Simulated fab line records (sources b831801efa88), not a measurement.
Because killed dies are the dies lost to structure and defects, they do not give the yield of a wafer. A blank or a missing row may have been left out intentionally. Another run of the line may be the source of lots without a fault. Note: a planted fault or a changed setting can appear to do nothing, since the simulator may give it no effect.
A struck lot beside a sound one + flow sky130 + 32 out of 708 route steps
Sound: the wafers L576.2, L576.5, L576.6. Wafers struck: L582.3, L582.5, L582.6. The cause is given at the end.
Per side, at each step with rows, come the tool, then ch with its chambers, and then its first start. Under that, the readings that differ: sound wafers + struck wafers + difference of the means + sigmas: that difference in standard deviations of wafers without a fault.
alike: readings whose means differ by less than 2 such deviations, and words and numbers that are the same on both sides. not compared: withheld readings, readings that some wafer has no value for, bounds like >300 that may hide the same value, and numbers for which the record gives no deviation and whose values overlap.
The two part at a step that has a row with sigmas, a row that says differs or no value, or rows on one side only. When numbers do not overlap yet have no deviation, they are printed without sigmas and do not part them. A reading that every wafer of one side lacks parts them only if that side has two wafers or more.

first, 5 steps without rows for these wafers: SKY_VIA1_STRIP_17 (strips in post etch residue remover, time 1200 s); SKY_VIA1_CLEAN_18 (cleans in IPA, time 180 s); SKY_VIA1_CLEAN_19 (cleans in O3/DIW); SKY_VIA1_SPUTTER_20 (material TiN, target thk 20 nm, time 80 s); SKY_VIA1_CVD_21 (deposits W, target thk 270 nm, time 80.902 s).
SKY_VIA1_RS_MEAS_22: a four-point-probe measurement.
  sound on film metro-03 at day 35 03:13; struck on film metro-02 at day 37 03:23
| reading            | sound             | struck            | difference | sigmas |
|--------------------|-------------------|-------------------|------------|--------|
| VIA1_W_RS (ohm/sq) | 0.439 0.437 0.441 | 0.425 0.429 0.424 | -0.013     | -3     |
SKY_VIA1_THK_MEAS_23: measures by xrf.
  sound on film metro-03 at day 35 03:20; struck on film metro-02 at day 37 03:29
| reading         | sound       | struck      | difference | sigmas |
|-----------------|-------------|-------------|------------|--------|
| VIA1_W_THK (nm) | 261 262 260 | 270 269 271 | +9         | +3     |
SKY_VIA1_CMP_24: polishes, stops on SiO2, t overpolish 15 s, target thk 0 nm.
  sound on cmp-01 ch 0,1,3, day 35 03:29; struck on cmp-01 ch 1,2,3, day 37 03:38
  alike: motor current A, overpolish run s, time to endpoint s
then, 2 steps without rows for these wafers: SKY_METAL2_SPUTTER_00 (material Ti, target thk 15 nm, time 10 s); SKY_METAL2_SPUTTER_01 (material TiN, target thk 20 nm, time 16.7 s).
SKY_METAL2_SPUTTER_02: material AlCu, target thk 250 nm, time 13.3 s.
  sound on pvd sputter-02 at day 35 03:44; struck on pvd sputter-04 at day 37 03:53
  alike: throttle valve pct
SKY_METAL2_SPUTTER_03: material Ti, target thk 5 nm, time 3.3 s.
  sound on pvd sputter-02 at day 35 03:45; struck on pvd sputter-04 at day 37 03:54
  alike: throttle valve pct
SKY_METAL2_SPUTTER_04: material TiN, target thk 70 nm, time 58.3 s.
  sound on pvd sputter-02 at day 35 03:46; struck on pvd sputter-04 at day 37 03:55
| reading                                    | sound             | struck         | difference | sigmas |
|--------------------------------------------|-------------------|----------------|------------|--------|
| model.TiN_of_METAL2_SPUTTER_04.thk nm (nm) | 70.22 70.29 69.35 | 63.36 64 63.65 | -6.28      |        |
  alike: throttle valve pct
SKY_METAL2_RS_MEAS_05: a four-point-probe measurement.
  sound on film metro-01 at day 35 03:50; struck on film metro-01 at day 37 04:01
  alike: METAL2_ALCU_RS
SKY_METAL2_THK_MEAS_06: measures by xrf.
  sound on film metro-01 at day 35 03:57; struck on film metro-01 at day 37 04:07
| reading              | sound       | struck      | difference | sigmas |
|----------------------|-------------|-------------|------------|--------|
| METAL2_ALCU_THK (nm) | 243 246 250 | 255 254 256 | +9         | +2     |
then, 8 steps without rows for these wafers: SKY_METAL2_DEHYDRATE_07 (time 60 s); SKY_METAL2_HMDS_08 (prime time 60 s); SKY_METAL2_COAT_09 (resist thk 60 nm); SKY_METAL2_COAT_10 (resist thk 450 nm); SKY_METAL2_SOFTBAKE_11 (time 94.31 s); SKY_METAL2_EXPOSE_12 (exposes mask MM2, target cd 140 nm); SKY_METAL2_PEB_13; SKY_METAL2_DEVELOP_14 (develop time 60 s).
SKY_METAL2_CD_MEAS_15: target cd 140 nm.
  sound on cd sem-02 at day 36 06:25; struck on cd sem-01 at day 38 05:02
  alike: cd nm
SKY_METAL2_OVL_MEAS_16:
  sound on overlay-01 at day 36 06:32; struck on overlay-02 at day 38 05:08
  alike: METAL2_OVL
SKY_METAL2_DESCUM_17: chemistry O2, time 8 s.
  sound on rie metal-02 ch 0,1, day 36 06:34; struck on rie metal-03 ch 0,1, day 38 05:10
  alike: drypump motor current A, he backside leak sccm, oes product au
  not compared: rf hours counter h
then, 1 step without rows for these wafers: SKY_METAL2_ETCH_18 (etches BARC in N2/H2, stops on SiO2, time 45.9 s, target depth 60 nm).
SKY_METAL2_METAL_ETCH_19: etches the open film in Cl2/BCl3, stops on SiO2, target depth 360 nm, time 78 s.
  sound on rie metal-02 ch 0,1, day 36 06:40; struck on rie metal-03 ch 0,1, day 38 05:17
  alike: bias w, drypump motor current A, he backside leak sccm, oes product au, throttle valve pct
  not compared: rf hours counter h
then, 1 step without rows for these wafers: SKY_METAL2_STRIP_20 (strips in O2/N2).
SKY_METAL2_STRIP_21: strips in post etch residue remover, time 1200 s.
  sound on wet bench-03 ch 2, day 36 06:51; struck on wet bench-03 ch 1, day 38 05:27
| reading                                    | sound             | struck            | difference | sigmas |
|--------------------------------------------|-------------------|-------------------|------------|--------|
| model.TiN_of_METAL2_SPUTTER_04.thk nm (nm) | 69.81 69.88 68.94 | 62.94 63.58 63.23 | -6.29      |        |
then, 2 steps without rows for these wafers: SKY_METAL2_CLEAN_22 (cleans in IPA, time 180 s); SKY_PAD_OPEN_PROBE_99.

## WHERE THEY PART
Earliest at SKY_VIA1_RS_MEAS_22; latest, in this record, at SKY_METAL2_THK_MEAS_06. Later steps at which nothing parts them and some readings are alike: SKY_METAL2_CD_MEAS_15, SKY_METAL2_OVL_MEAS_16, SKY_METAL2_DESCUM_17, SKY_METAL2_METAL_ETCH_19.

WHY: whatever the simulator had introduced
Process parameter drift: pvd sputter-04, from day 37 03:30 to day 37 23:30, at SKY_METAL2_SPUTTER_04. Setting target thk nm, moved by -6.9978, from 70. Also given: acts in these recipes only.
